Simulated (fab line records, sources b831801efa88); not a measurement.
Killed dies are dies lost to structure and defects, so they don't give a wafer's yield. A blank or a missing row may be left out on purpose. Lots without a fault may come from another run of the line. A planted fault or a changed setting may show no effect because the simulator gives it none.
One fault seen from 2 desks | flow sky130 | each desk has only its own numbers; what lay behind them comes last

THE TOOL OWNER'S DESK: implanter-04
The tool's own readings at SKY_VT_ADJUST_HVTP_IMPLANT_09: means of the sampled wafers that have a number, for each lot that ran on this tool. A lot is out of limits, marked OUT, if its mean lies more than 4 standard deviations from the usual mean; the brackets give that distance.
Columns: A = dose_ions_cm2 at SKY_VT_ADJUST_HVTP_IMPLANT_09, usual 4.3e+12; B = faraday_current_uA at SKY_VT_ADJUST_HVTP_IMPLANT_09, usual 24.3
lot  | first seen here | A                         | B
L903 | day 7 02:50     | 4.3e+12                   | 23.9
L904 | day 7 08:24     | 4.3e+12                   | 24.5
L906 | day 8 01:18     | 4.3e+12                   | 24.6
L907 | day 8 05:40     | 4.3e+12                   | 24.2
L908 | day 8 13:58     | 4.3e+12                   | 24.6
L912 | day 9 13:01     | 2.9e+12 (-99 or more) OUT | 16.0 (-16) OUT
L918 | day 11 00:35    | 2.9e+12 (-99 or more) OUT | 16.1 (-16) OUT
This desk's finding: out of limits on L912, L918; first on L912, day 9 13:01 (dose_ions_cm2 at SKY_VT_ADJUST_HVTP_IMPLANT_09). In limits: L903, L904, L906, L907, L908.

THE METROLOGY DESK
What the gauges read, lot by lot, whatever tool the lot ran on: means of the sampled wafers that have a number. A lot is out of limits, marked OUT, if its mean lies more than 4 standard deviations from the usual mean; the brackets give that distance.
Columns: A = NWELL_00_OVL at SKY_NWELL_OVL_MEAS_10, usual 0.1 nm; B = VT_ADJUST_HVTP_TW at SKY_VT_ADJUST_HVTP_TW_MEAS_11, usual 1366; C = VT_ADJUST_NCORE_OVL at SKY_VT_ADJUST_NCORE_OVL_MEAS_08, usual 0.3 nm; D = cd_nm at SKY_SONOS_TUNNEL_CD_MEAS_07, usual 410.2 nm
lot  | first seen here | A    | B               | C    | D
L901 | day 5 01:34     | 1.0  | 1350            | 0.1  | 409.0
L903 | day 5 13:10     | 2.2  | 1356            | -0.4 | 412.8
L904 | day 5 17:03     | -0.8 | 1346            | 1.5  | 409.6
L906 | day 6 09:37     | 0.1  | 1384            | -0.8 | 409.1
L907 | day 6 13:07     | -0.1 | 1351            | 1.6  | 406.4
L908 | day 6 19:36     | -1.5 | 1383            | -1.6 | 408.1
L910 | day 7 05:19     | -1.5 | 1351            | -0.8 | 408.9
L912 | day 7 18:18     | 0.6  | 1194 (-9.6) OUT | 1.8  | 413.1
L913 | day 7 22:19     | -0.8 | 1353            | 0.8  | 408.5
L918 | day 9 02:10     | 2.8  | 1200 (-9.2) OUT | -2.2 | 413.7
L920 | day 9 14:33     | 2.4  | 1390            | -0.1 | 408.5
L921 | day 9 21:43     | -0.6 | 1394            | 0.4  | 410.7
L922 | day 10 04:18    | -3.4 | 1352            | 2.0  | 411.1
This desk's finding: out of limits on L912, L918; first on L912, day 9 13:16 (VT_ADJUST_HVTP_TW at SKY_VT_ADJUST_HVTP_TW_MEAS_11). In limits: L901, L903, L904, L906, L907, L908, L910, L913, L920, L921, L922.

PUT TOGETHER
The tool owner's desk could have raised an alarm at day 9 13:01, on L912, L918.
The metrology desk could have raised an alarm at day 9 13:16, on L912, L918.
Of the lots named, all ran SKY_VT_ADJUST_HVTP_IMPLANT_09 on implanter-04.

WHAT THE SIMULATOR HAD PUT IN
Process parameter drift: implanter-04, from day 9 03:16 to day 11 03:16, at SKY_VT_ADJUST_HVTP_IMPLANT_09. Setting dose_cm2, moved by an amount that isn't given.
Lots struck among those shown: L912, L918.
Hours from the fault's start to each desk's first reading out of limits: the tool owner's desk, 10; the metrology desk, 10.
